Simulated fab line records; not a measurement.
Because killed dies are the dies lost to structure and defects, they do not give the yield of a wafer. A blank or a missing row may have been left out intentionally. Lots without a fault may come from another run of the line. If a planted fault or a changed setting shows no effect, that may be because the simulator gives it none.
Check of tool commonality + flow gf180mcu + Sampled: 12 lots, 45 wafers

WHAT PROMPTED THE OPENING
GF_HV_LDD_RS_MEAS_53, reading HV_LDD_RS: flagged on 3 of 12 lots. No-fault wafers: 418.4 ohm/sq, standard deviation 0.81.
Rule: a lot is flagged in two cases, either no wafer of it has a number, or all its wafers with numbers fall more than 4 standard deviations from that mean. All remaining lots are regarded as sound.

| lot  | measured     | on            | HV_LDD_RS (ohm/sq), wafer by wafer  | flag    |
|------|--------------|---------------|-------------------------------------|---------|
| L932 | day 12 18:14 | film metro-04 | 417.7 417.2 418.1                   |         |
| L934 | day 13 08:47 | film metro-01 | 416.4 417.5 417.8                   |         |
| L936 | day 14 04:22 | film metro-01 | 417.8 417.2 417.7                   |         |
| L939 | day 15 06:30 | film metro-03 | 418.1 419.0 419.5                   |         |
| L941 | day 15 18:49 | film metro-03 | 419.0 418.8 418.5                   |         |
| L942 | day 16 07:23 | film metro-03 | 422.4 423.1 422.8 422.8 423.5 423.6 | FLAGGED |
| L943 | day 16 13:56 | film metro-01 | 417.3 418.9 418.2                   |         |
| L945 | day 17 01:35 | film metro-03 | 423.6 422.4 422.7 422.1 422.5 422.8 | FLAGGED |
| L946 | day 17 16:39 | film metro-01 | 423.2 423.0 422.0 423.8 423.4 423.8 | FLAGGED |
| L951 | day 19 06:52 | film metro-04 | 418.2 416.8 417.5                   |         |
| L952 | day 19 17:20 | film metro-03 | 418.3 417.9 418.2                   |         |
| L954 | day 20 08:41 | film metro-03 | 416.9 418.2 417.5                   |         |
Average over the flagged lots: 423.0 ohm/sq; offset from the usual +4.6 ohm/sq, equal to +6 standard deviations.

WHICH TOOL EACH LOT WENT THROUGH
2 process steps preceding the reading are held in the record, out of 602 steps in the route. In each cell: the tool, then ch and the chambers that the sampled wafers went through, then the start.
| lot  | flag    | GF_POLY_GATE_STRIP_14                | GF_HV_LDD_IMPLANT_35            |
|------|---------|--------------------------------------|---------------------------------|
| L932 |         | plasma asher-03 ch 0,1, day 9 11:50  | implanter-02 ch 0, day 11 21:41 |
| L934 |         | plasma asher-01 ch 0,1, day 10 01:01 | implanter-02 ch 0, day 12 11:47 |
| L936 |         | plasma asher-03 ch 0,1, day 10 18:21 | implanter-03 ch 0, day 13 06:44 |
| L939 |         | plasma asher-01 ch 0,1, day 11 15:29 | implanter-03 ch 0, day 14 07:46 |
| L941 |         | plasma asher-02 ch 0,1, day 12 04:28 | implanter-03 ch 0, day 14 20:20 |
| L942 | FLAGGED | plasma asher-02 ch 0,1, day 12 15:34 | implanter-03 ch 0, day 15 08:44 |
| L943 |         | plasma asher-02 ch 0,1, day 12 22:10 | implanter-02 ch 0, day 15 15:21 |
| L945 | FLAGGED | plasma asher-01 ch 0,1, day 13 07:53 | implanter-03 ch 0, day 16 02:13 |
| L946 | FLAGGED | plasma asher-02 ch 0,1, day 13 20:25 | implanter-03 ch 0, day 16 16:35 |
| L951 |         | plasma asher-03 ch 0,1, day 15 07:43 | implanter-02 ch 0, day 18 05:58 |
| L952 |         | plasma asher-03 ch 0, day 15 14:32   | implanter-04 ch 0, day 18 15:43 |
| L954 |         | plasma asher-02 ch 0,1, day 16 06:07 | implanter-04 ch 0, day 19 07:17 |
What these steps do:
- GF_POLY_GATE_STRIP_14: strips in O2/N2.
- GF_HV_LDD_IMPLANT_35
- GF_HV_LDD_RS_MEAS_53: measures by four-point-probe.

FLAGGED OVER TOTAL, TOOL BY TOOL (the gauges that took the reading come last)
| step                  | tool            | lots run | flagged | share of the flagged lots | sound lots run after its first flagged lot |
|-----------------------|-----------------|----------|---------|---------------------------|--------------------------------------------|
| GF_POLY_GATE_STRIP_14 | plasma asher-01 | 3        | 1       | some                      | 0                                          |
| GF_POLY_GATE_STRIP_14 | plasma asher-02 | 5        | 2       | some                      | 2 (L943,L954)                              |
| GF_POLY_GATE_STRIP_14 | plasma asher-03 | 4        | 0       | none                      | -                                          |
| GF_HV_LDD_IMPLANT_35  | implanter-02    | 4        | 0       | none                      | -                                          |
| GF_HV_LDD_IMPLANT_35  | implanter-03    | 6        | 3       | all                       | 0                                          |
| GF_HV_LDD_IMPLANT_35  | implanter-04    | 2        | 0       | none                      | -                                          |
| GF_HV_LDD_RS_MEAS_53  | film metro-01   | 4        | 1       | some                      | 0                                          |
| GF_HV_LDD_RS_MEAS_53  | film metro-03   | 6        | 2       | some                      | 2 (L952,L954)                              |
| GF_HV_LDD_RS_MEAS_53  | film metro-04   | 2        | 0       | none                      | -                                          |

WHAT THE TABLE PERMITS
All flagged lots share 1 row of the table, namely implanter-03 at GF_HV_LDD_IMPLANT_35.
- implanter-03 at GF_HV_LDD_IMPLANT_35: 3 of its 6 lots flagged. It ran its last sound lot, L941, at day 14 20:20 and its first flagged lot, L942, at day 15 08:44: a fault with its onset between the two fits. Its own readings (dose ions cm2, faraday current uA) fall more than 4 standard deviations out on all wafers of the flagged lots.
Left over: one tool, implanter-03 at GF_HV_LDD_IMPLANT_35.

WHAT WAS PUT IN BY THE SIMULATOR
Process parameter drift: implanter-03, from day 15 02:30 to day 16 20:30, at GF_HV_LDD_IMPLANT_35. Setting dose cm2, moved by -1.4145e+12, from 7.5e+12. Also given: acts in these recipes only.
Lots struck among those shown: L942, L945, L946. The rule above found the same.
